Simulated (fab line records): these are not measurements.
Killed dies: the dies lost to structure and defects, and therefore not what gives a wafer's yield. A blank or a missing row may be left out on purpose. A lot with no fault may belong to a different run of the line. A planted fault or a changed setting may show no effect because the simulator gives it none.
What tool caused it? :: flow gf180mcu :: route of 602 steps, sampled at 1 step: 12 lots, 36 wafers

== WHAT EACH GAUGE READ, for each wafer ==
GF_DNWELL_TW_MEAS_09.
lot: L075
measured: day 3 01:25
on: film metro-03
DNWELL_TW: 1355 1355 1351

lot: L077
measured: day 3 10:32
on: film metro-03
DNWELL_TW: 1357 1359 1360

lot: L079
measured: day 3 20:04
on: film metro-04
DNWELL_TW: 1356 1348 1362

lot: L081
measured: day 4 10:19
on: film metro-04
DNWELL_TW: 1360 1356 1363

lot: L083
measured: day 4 16:37
on: film metro-04
DNWELL_TW: 1348 1356 1355

lot: L085
measured: day 5 05:43
on: film metro-02
DNWELL_TW: 1360 1356 1365

lot: L087
measured: day 5 16:14
on: film metro-02
DNWELL_TW: 1361 1368 1362

lot: L089
measured: day 6 02:29
on: film metro-04
DNWELL_TW: 1344 1341 1346

lot: L091
measured: day 6 11:50
on: film metro-04
DNWELL_TW: 1355 1357 1355

lot: L093
measured: day 6 23:43
on: film metro-04
DNWELL_TW: 1348 1347 1353

lot: L095
measured: day 7 09:55
on: film metro-03
DNWELL_TW: 1362 1366 1362

lot: L097
measured: day 7 21:58
on: film metro-03
DNWELL_TW: 1366 1363 1367

== WHAT TOOL EACH LOT RAN ON (gives the tool, then ch and the chambers of the sampled wafers, and finally the start) ==
The record holds no process step before these readings.

== THE ANSWER, worked out from the rows above alone ==
Rule: the lots themselves supply what counts as usual. The widest of any qualifying gaps counts: lots, ordered by their means at a reading, are off when they make up no more than a third of the lots, leave a main group of 4 or more, and stand apart from it by 3 or more times the standard deviation of that group's means. A main group whose means are all the same, to the digits that the tables above print for the reading, isn't used. Also off: a lot with no number at a reading for which 4 or more lots have one. Where the step has rows for the other lots, those lots are counted as sound.
Nothing can be told from this: no lot is off at any reading shown.

== WHAT THE SIMULATOR HAD INSERTED ==
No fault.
